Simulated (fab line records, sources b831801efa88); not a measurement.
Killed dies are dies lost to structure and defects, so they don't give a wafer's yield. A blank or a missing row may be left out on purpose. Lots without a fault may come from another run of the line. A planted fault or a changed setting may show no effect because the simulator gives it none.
fab line records | flow sky130
record lots=12 wafers=36 last_day=50
route steps=708 shown FIELD_ISO@3 NWELL@34 VT_ADJUST_LVTN@117
lots that met no fault: from a run of the same line without faults
start_h: hours from the record's first day to the start of the lot's first wafer shown | wait_h: hours since the lot's step before | " the same as in the row above | L1.1+2: a row that stands for several wafers | - no value, or no start given | * or withheld: withheld | < > ~ a bound
route shown NAME@n: a module of which the file shows steps, and the number in the route of the first | usual: mean/standard deviation of fault-free wafers | same: alike in all rows | chamber/n: place in a boat | sites: the reading at each site | _std_site: their standard deviation | _edge_site: outer sites' mean less inner sites' | radius_mm: how far each site lies from the wafer's centre | mask NAME#n: copy n | behind: the tool/chamber that last shaped the wafer | hold: why the lot was held/for how many hours/how that ended | device: the transistor (n, p or np) that didn't switch | end of line: the same wafers' tests at the end of the route | a step without rows: its recipe alone | killed: dies lost to structure and defects at the first sort, not the wafer's yield | map: a wafer's dies, x killed, . not, _ none there
set.NAME: the setting as run; set.NAME@STEP: as run at that earlier step | model.NAME: the simulator's own value behind a step, which no gauge read
steps of the route over a sample of lots; a table a step, a row a wafer
services: from which hour (start_h, from the record's first day; less than 0 if before it) a tool's chamber was out of use, for how many hours, and why
## steps
# step SKY_FIELD_ISO_THK_MEAS_02
# recipe reads=SiO2_of_FIELD_ISO_OXIDATION_01
# usual FIELD_ISO_OXIDATION_00_THK=11.84/0.24
# columns lot.wafer tool chamber start_h wait_h FIELD_ISO_OXIDATION_00_THK[nm]
L810.1 film_metro-04 - 12.00 0.0 11.23
L810.3 " - " " 11.39
L810.5 " - " " 11.35
L811.1 film_metro-04 - 17.06 0.0 11.65
L811.3 " - " " 11.87
L811.5 " - " " 11.79
L812.2 film_metro-01 - 23.53 0.0 11.62
L812.3 " - " " 11.54
L812.4 " - " " 11.40
L818.2 film_metro-03 - 52.12 0.0 11.84
L818.3 " - " " 11.97
L818.4 " - " " 11.99
L820.3 film_metro-03 - 67.97 0.1 11.83
L820.5 " - " " 11.79
L820.6 " - " " 11.97
L822.1 film_metro-03 - 73.46 0.0 11.93
L822.2 " - " " 11.86
L822.6 " - " " 11.92
L823.2 film_metro-03 - 77.75 0.0 11.81
L823.3 " - " " 12.02
L823.5 " - " " 11.79
L824.2 film_metro-04 - 84.07 0.0 12.29
L824.4 " - " " 12.04
L824.6 " - " " 11.88
L825.2 film_metro-01 - 91.36 0.0 11.98
L825.5 " - " " 12.02
L825.6 " - " " 11.99
L828.1 film_metro-01 - 110.27 0.1 12.15
L828.3 " - " " 12.07
L828.4 " - " " 11.96
L830.1 film_metro-04 - 115.12 0.0 11.54
L830.2 " - " " 11.68
L830.6 " - " " 11.57
L832.1 film_metro-01 - 121.63 0.0 12.12
L832.2 " - " " 12.22
L832.3 " - " " 12.09
# step SKY_FIELD_ISO_CMP_27
# recipe stop_on=Si3N4 t_overpolish_s=16 down_force_psi=4 platen_rpm=60 target_thk_nm=457.8 pad_velocity_m_s=0.94248
# usual motor_current_A=11.5/1.1 overpolish_run_s=15.998/0.009 platen_rpm=60.00/0.046 time_to_endpoint_s=111/4.1
# columns lot.wafer tool chamber start_h wait_h motor_current_A overpolish_run_s platen_rpm time_to_endpoint_s
L810.1 cmp-01 1 34.27 0.1 13.1 15.986 59.99 117
L810.3 " 2 " " 13.4 16.001 60.06 110
L810.5 " 0 " " 10.6 16.000 60.08 107
L811.1 cmp-02 2 38.52 0.1 9.7 16.001 59.99 114
L811.3 " 3 " " 11.5 16.001 59.99 119
L811.5 " 1 " " 11.9 16.008 60.00 114
L812.2 cmp-01 1 45.15 0.0 13.4 16.003 60.00 119
L812.4 " 2 " " 12.9 15.987 60.10 113
L812.3 " 0 " " 11.0 16.000 59.93 114
L818.2 cmp-02 2 80.72 0.0 9.7 15.980 60.03 108
L818.4 " 3 " " 11.5 16.010 59.91 110
L818.3 " 1 " " 12.2 16.005 59.98 103
L820.3 cmp-01 0 98.33 0.1 11.1 15.991 60.08 58
L820.6 " 1 " " 12.9 15.999 59.98 66
L820.5 " 2 " " 13.3 16.000 59.93 62
L822.2 cmp-01 2 107.91 0.1 14.0 16.004 60.06 64
L822.1 " 3 " " 11.7 16.008 60.02 60
L822.6 " 0 " " 10.9 16.003 60.05 60
L823.3 cmp-02 1 107.91 0.1 12.0 15.986 60.06 103
L823.2 " 2 " " 10.1 16.008 59.95 110
L823.5 " 0 " " 11.0 15.997 59.96 109
L824.4 cmp-02 1 117.17 0.1 12.1 16.012 59.93 105
L824.2 " 2 " " 9.7 16.009 59.98 109
L824.6 " 1 " " 12.4 15.985 59.91 104
L825.2 cmp-02 2 118.72 0.1 9.6 15.987 59.98 112
L825.5 " 0 " " 11.1 15.988 60.04 110
L825.6 " 1 " " 12.1 16.016 60.00 109
L828.3 cmp-02 0 134.88 0.0 10.5 15.997 59.98 113
L828.4 " 2 " " 10.0 16.004 60.06 108
L828.1 " 3 " " 11.3 16.002 60.18 111
L830.1 cmp-02 1 141.79 0.1 11.2 16.005 60.06 104
L830.2 " 2 " " 9.8 16.006 59.98 109
L830.6 " 0 " " 10.7 15.996 60.05 113
L832.2 cmp-02 3 147.08 0.0 10.9 15.993 59.93 112
L832.1 " 1 " " 11.9 15.989 59.90 106
L832.3 " 2 " " 10.0 15.993 60.01 108
# step SKY_NWELL_THK_MEAS_02
# recipe reads=SiO2_of_NWELL_OXIDATION_01
# usual NWELL_OXIDATION_THK=9.98/0.22
# columns lot.wafer tool chamber start_h wait_h NWELL_OXIDATION_THK[nm]
L810.1 film_metro-04 - 37.19 0.0 10.17
L810.3 " - " " 9.98
L810.5 " - " " 9.94
L811.1 film_metro-04 - 40.77 0.0 9.81
L811.3 " - " " 9.77
L811.5 " - " " 9.77
L812.2 film_metro-03 - 48.01 0.0 9.69
L812.3 " - " " 9.79
L812.4 " - " " 9.65
L818.2 film_metro-04 - 88.31 0.0 9.87
L818.3 " - " " 9.83
L818.4 " - " " 9.95
L820.3 film_metro-02 - 103.45 0.0 9.72
L820.5 " - " " 9.82
L820.6 " - " " 9.71
L822.1 film_metro-04 - 114.28 0.0 10.48
L822.2 " - " " 10.41
L822.6 " - " " 10.22
L823.2 film_metro-02 - 114.29 0.0 10.02
L823.3 " - " " 9.99
L823.5 " - " " 9.94
L824.2 film_metro-02 - 120.03 0.0 10.36
L824.4 " - " " 10.34
L824.6 " - " " 10.36
L825.2 film_metro-03 - 121.52 0.0 9.76
L825.5 " - " " 9.70
L825.6 " - " " 9.66
L828.1 film_metro-03 - 138.85 0.0 10.18
L828.3 " - " " 10.23
L828.4 " - " " 10.09
L830.1 film_metro-02 - 144.21 0.0 9.73
L830.2 " - " " 9.66
L830.6 " - " " 9.66
L832.1 film_metro-04 - 150.90 0.0 10.14
L832.2 " - " " 10.27
L832.3 " - " " 10.14
# step SKY_VT_ADJUST_LVTN_STRIP_20
# recipe chemistry=O2/N2 power_w=1400 pressure_mtorr=1500 platen_temp_c=withheld o2_flow_sccm=3000 n2_flow_sccm=300 overash_fraction=0.5
# usual chamber_pressure_mTorr=1499.9/1.3 drypump_motor_current_A=6.0/0.31 oes_product_au=0.715/0.005 strip_time_to_endpoint_s=14.19/0.033
# columns lot.wafer tool chamber start_h wait_h chamber_pressure_mTorr drypump_motor_current_A oes_product_au rf_hours_counter_h strip_time_to_endpoint_s
L810.1 plasma_asher-02 1 155.66 0.1 1499.4 5.5 0.716 47 14.20
L810.3 " 0 " " 1497.1 6.0 0.721 - 14.19
L810.5 " 1 " " 1498.8 5.5 0.715 - 14.19
L811.1 plasma_asher-03 1 161.25 0.1 1498.4 5.8 0.709 4 14.24
L811.3 " 1 " " 1499.0 5.8 0.721 - 14.21
L811.5 " 1 " " 1500.0 5.8 0.718 - 14.20
L812.2 plasma_asher-03 1 171.06 0.1 1501.9 5.8 0.721 5 14.20
L812.3 " 0 " " 1499.5 6.5 0.710 - 14.18
L812.4 " 1 " " 1499.9 5.8 0.715 - 14.21
L818.2 plasma_asher-04 1 224.10 0.2 1499.1 6.3 0.712 53 14.20
L818.3 " 0 " " 1501.9 6.0 0.713 - 14.20
L818.4 " 1 " " 1497.2 6.3 0.710 - 14.20
L820.3 plasma_asher-04 1 245.05 0.1 1501.8 6.3 0.715 - 14.25
L820.5 " 1 " " 1500.1 6.3 0.721 - 14.23
L820.6 " 0 " " 1501.7 6.0 0.714 - 14.20
L822.1 plasma_asher-03 0 260.83 0.1 1501.0 6.5 0.711 13 14.21
L822.2 " 1 " " 1503.2 5.8 0.711 13 14.19
L822.6 " 1 " " 1500.9 5.8 0.712 - 14.21
L823.2 plasma_asher-04 0 261.21 0.1 1502.3 6.0 0.711 57 14.19
L823.3 " 0 " " 1500.7 6.0 0.714 - 14.23
L823.5 " 0 " " 1498.8 6.0 0.722 - 14.16
L824.2 plasma_asher-03 1 266.26 0.1 1501.5 5.8 0.721 14 14.17
L824.4 " 0 " " 1500.9 6.4 0.717 - 14.13
L824.6 " 1 " " 1501.3 5.8 0.714 - 14.14
L825.2 plasma_asher-03 0 272.25 0.1 1497.6 6.5 0.714 15 14.22
L825.5 " 1 " " 1499.7 5.8 0.718 - 14.22
L825.6 " 0 " " 1498.5 6.5 0.711 - 14.26
L828.1 plasma_asher-03 1 293.70 0.1 1498.6 5.8 0.719 17 14.21
L828.3 " 0 " " 1499.6 6.5 0.720 - 14.23
L828.4 " 1 " " 1497.3 5.8 0.712 - 14.24
L830.1 plasma_asher-03 0 300.01 0.1 1501.3 6.5 0.713 18 14.16
L830.2 " 1 " " 1500.7 5.8 0.711 18 14.17
L830.6 " 1 " " 1499.5 5.8 0.711 - 14.16
L832.1 plasma_asher-02 0 309.51 0.1 1498.8 5.9 0.716 62 14.13
L832.2 " 1 " " 1499.5 5.5 0.725 62 14.19
L832.3 " 1 " " 1501.2 5.5 0.713 - 14.23
## services
# columns tool chamber start_h hours kind
plasma_asher-03 - 34.10 2.8 pm
plasma_asher-04 - 37.37 3.4 repair
plasma_asher-03 - 47.26 1.8 repair
plasma_asher-03 - 49.29 1.9 repair
plasma_asher-04 - 63.98 15.6 pm
cmp-02 - 64.00 4.0 pm
cmp-02 - 68.00 - consumable_replace:conditioner
cmp-02 - 68.00 - consumable_replace:pad
cmp-01 - 85.01 0.2 repair
cmp-01 - 99.00 3.2 repair
plasma_asher-03 - 108.75 9.0 pm
plasma_asher-03 0 108.75 9.0 vent_cycle
plasma_asher-03 1 108.75 9.0 vent_cycle
plasma_asher-03 0 117.75 - clean
cmp-02 - 150.16 11.4 pm
cmp-01 - 163.02 4.6 pm
cmp-02 - 190.06 0.8 repair
cmp-02 - 223.93 2.4 repair
cmp-01 - 232.00 4.0 pm
cmp-01 - 259.24 5.6 repair
plasma_asher-02 - 289.18 0.8 repair
cmp-02 - 291.79 0.2 repair
cmp-02 - 293.80 3.0 repair
plasma_asher-04 - 307.17 1.6 repair
## key
first_sign step=SKY_FIELD_ISO_CMP_27 reading=time_to_endpoint_s direction=down sigmas=12 usual=* struck=*
effect none on later readings
met_at SKY_FIELD_ISO_CMP_27
struck_lots L820,L822
tester_left_out L820,L822
not_acting_at SKY_FIELD_ISO_THK_MEAS_02,SKY_NWELL_THK_MEAS_02,SKY_VT_ADJUST_LVTN_STRIP_20
onset_between 45.15 98.33
fault kind=process_parameter_drift tool=cmp-01 chamber=- onset_h=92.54 steps=SKY_FIELD_ISO_CMP_27 channel=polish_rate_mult offset=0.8 shape=step end_h=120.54
# tester_left_out: of these lots the tester's yield and bins aren't shown, on N5 and GAA mostly nor the transistor test; their killed dies are dies lost to structure and defects alone, not to doping, threshold or leakage, so they don't give the yield
